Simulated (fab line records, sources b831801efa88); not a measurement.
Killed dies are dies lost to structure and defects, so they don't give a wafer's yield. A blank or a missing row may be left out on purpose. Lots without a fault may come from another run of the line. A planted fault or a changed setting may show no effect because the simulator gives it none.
Which tool did it? | flow gf180mcu | 13 lots, 39 wafers sampled, at 5 steps of a route of 602

WHAT THE GAUGES READ, wafer by wafer
GF_DUAL_GATE_THK_MEAS_03. Usual: DUAL_GATE_OXIDATION_00_THK 10.96 nm, standard deviation 0.19.
lot  | measured     | on            | DUAL_GATE_OXIDATION_00_THK (nm) | flag
L997 | day 7 15:54  | film_metro-03 | 10.95 11.01 10.73               |
L998 | day 7 21:46  | film_metro-03 | 10.96 10.85 10.82               |
L100 | day 8 13:46  | film_metro-03 | 10.76 10.71 10.62               |
L101 | day 9 02:44  | film_metro-03 | 11.11 11.05 10.95               |
L105 | day 10 01:58 | film_metro-04 | 11.27 11.07 11.06               |
L106 | day 10 08:54 | film_metro-04 | 10.93 10.97 11.08               |
L107 | day 10 14:22 | film_metro-03 | 10.89 11.28 11.26               |
L108 | day 10 20:17 | film_metro-04 | 10.75 10.64 10.61               |
L109 | day 11 03:03 | film_metro-03 | 11.07 11.12 10.75               |
L114 | day 12 14:52 | film_metro-03 | 10.99 10.87 11.01               |
L118 | day 13 11:14 | film_metro-04 | 10.97 10.67 10.78               |
L119 | day 13 19:21 | film_metro-04 | 10.99 10.90 11.00               |
L120 | day 14 05:55 | film_metro-01 | 10.88 10.78 10.98               |

GF_POLY_GATE_CD_MEAS_10: target cd 280 nm. Usual: cd_nm 279.9 nm, standard deviation 1.
lot  | measured     | on        | cd_nm (nm)        | flag
L997 | day 9 04:02  | cd_sem-01 | 279.2 279.7 279.2 |
L998 | day 9 10:54  | cd_sem-01 | 279.8 278.9 280.4 |
L100 | day 10 03:21 | cd_sem-02 | 278.7 278.4 279.0 |
L101 | day 10 16:32 | cd_sem-01 | 281.3 280.5 279.4 |
L105 | day 11 17:35 | cd_sem-01 | 278.3 277.7 278.0 |
L106 | day 12 01:32 | cd_sem-01 | 279.6 279.7 281.3 |
L107 | day 12 07:51 | cd_sem-02 | 279.5 278.9 278.8 |
L108 | day 12 14:14 | cd_sem-01 | 280.4 281.2 281.9 |
L109 | day 12 21:04 | cd_sem-01 | 266.6 267.2 266.1 | OFF
L114 | day 14 09:34 | cd_sem-02 | 280.1 279.2 279.6 |
L118 | day 15 09:23 | cd_sem-01 | 280.4 279.4 280.1 |
L119 | day 15 16:35 | cd_sem-01 | 280.0 279.7 280.7 |
L120 | day 16 02:37 | cd_sem-01 | 279.6 280.2 280.4 |

GF_POLY_GATE_OVL_MEAS_11. Usual: POLY_GATE_OVL 0 nm, standard deviation 5.9.
lot  | measured     | on         | POLY_GATE_OVL (nm) | flag
L997 | day 9 04:09  | overlay-01 | 7 1 -1             |
L998 | day 9 11:01  | overlay-02 | 1 1 8              |
L100 | day 10 03:28 | overlay-01 | -3 -2 0            |
L101 | day 10 16:37 | overlay-01 | -2 0 -11           |
L105 | day 11 17:42 | overlay-02 | -3 -3 0            |
L106 | day 12 01:39 | overlay-02 | -3 -4 1            |
L107 | day 12 07:58 | overlay-01 | 5 1 7              |
L108 | day 12 14:21 | overlay-02 | 0 5 -8             |
L109 | day 12 21:11 | overlay-02 | 10 5 4             |
L114 | day 14 09:41 | overlay-01 | -8 3 -9            |
L118 | day 15 09:30 | overlay-01 | 3 -6 7             |
L119 | day 15 16:41 | overlay-01 | 1 5 3              |
L120 | day 16 02:44 | overlay-02 | -2 -1 2            |

WHICH TOOL RAN EACH LOT (tool, then ch and the chambers of the sampled wafers, then the start)
lot  | GF_VT_IMPLANT_RTA_45             | GF_POLY_GATE_EXPOSE_07
L997 | rtp_anneal-01 ch 0, day 7 13:41  | krf_scanner-01 ch 0, day 8 19:51
L998 | rtp_anneal-01 ch 0, day 7 19:28  | krf_scanner-02 ch 0, day 9 02:24
L100 | rtp_anneal-02 ch 0, day 8 10:53  | krf_scanner-02 ch 0, day 9 18:45
L101 | rtp_anneal-01 ch 0, day 9 00:32  | krf_scanner-01 ch 0, day 10 07:31
L105 | rtp_anneal-02 ch 0, day 9 23:19  | krf_scanner-01 ch 0, day 11 08:30
L106 | rtp_anneal-02 ch 0, day 10 05:38 | krf_scanner-01 ch 0, day 11 16:17
L107 | rtp_anneal-02 ch 0, day 10 12:04 | krf_scanner-02 ch 0, day 11 22:23
L108 | rtp_anneal-01 ch 0, day 10 18:01 | krf_scanner-01 ch 0, day 12 04:54
L109 | rtp_anneal-02 ch 0, day 11 00:26 | krf_scanner-01 ch 0, day 12 12:41
L114 | rtp_anneal-02 ch 0, day 12 09:17 | krf_scanner-02 ch 0, day 13 23:21
L118 | rtp_anneal-02 ch 0, day 13 09:02 | krf_scanner-01 ch 0, day 14 22:02
L119 | rtp_anneal-02 ch 0, day 13 17:05 | krf_scanner-01 ch 0, day 15 06:22
L120 | rtp_anneal-01 ch 0, day 14 01:49 | krf_scanner-01 ch 0, day 15 15:52
- GF_VT_IMPLANT_RTA_45: time 30 s.
- GF_POLY_GATE_EXPOSE_07: exposes mask Poly2, target cd 280 nm.

WHAT THE TOOLS THEMSELVES READ (means of the sampled wafers that have a number; where no wafer has one, the mark that the record gives instead)
GF_VT_IMPLANT_RTA_45. Usual: lamp_power_pct 32.2 %, standard deviation 2.2; wafer_temp_C_max 1054.7, standard deviation 2.2.
lot  | tool          | lamp_power_pct (%) | wafer_temp_C_max | flag
L997 | rtp_anneal-01 | 36.0               | 1058.1           |
L998 | rtp_anneal-01 | 36.0               | 1057.6           |
L100 | rtp_anneal-02 | 30.9               | 1053.2           |
L101 | rtp_anneal-01 | 36.0               | 1057.1           |
L105 | rtp_anneal-02 | 30.9               | 1052.9           |
L106 | rtp_anneal-02 | 30.9               | 1054.2           |
L107 | rtp_anneal-02 | 30.9               | 1053.7           |
L108 | rtp_anneal-01 | 36.0               | 1060.0           |
L109 | rtp_anneal-02 | 30.8               | 1054.3           |
L114 | rtp_anneal-02 | 30.9               | 1052.4           |
L118 | rtp_anneal-02 | 30.9               | 1053.5           |
L119 | rtp_anneal-02 | 30.8               | 1053.4           |
L120 | rtp_anneal-01 | 36.0               | 1057.2           |

THE ANSWER, worked out from the rows above alone
Rule: a lot is off if the mean of its wafers that have a number lies more than 3 standard deviations from the usual mean. A lot without any number at a reading at which 4 lots or more have one is off too. The other lots that the step has rows for count as sound. The gauges are gone through in route order, then the tools' own readings, and for those a lot's mean is taken as printed above. The first step at which some lot is off is used, and at that step the reading that is off furthest; a lot without a number counts as furthest.
Off: L109, at GF_POLY_GATE_CD_MEAS_10 (cd_nm).
A tool fits if, at a process step before that reading, it ran every lot that is off, and no sound lot after the first of them. The gauges at GF_POLY_GATE_CD_MEAS_10 are tried like those tools. None of those tried fits.

WHAT THE SIMULATOR HAD PUT IN
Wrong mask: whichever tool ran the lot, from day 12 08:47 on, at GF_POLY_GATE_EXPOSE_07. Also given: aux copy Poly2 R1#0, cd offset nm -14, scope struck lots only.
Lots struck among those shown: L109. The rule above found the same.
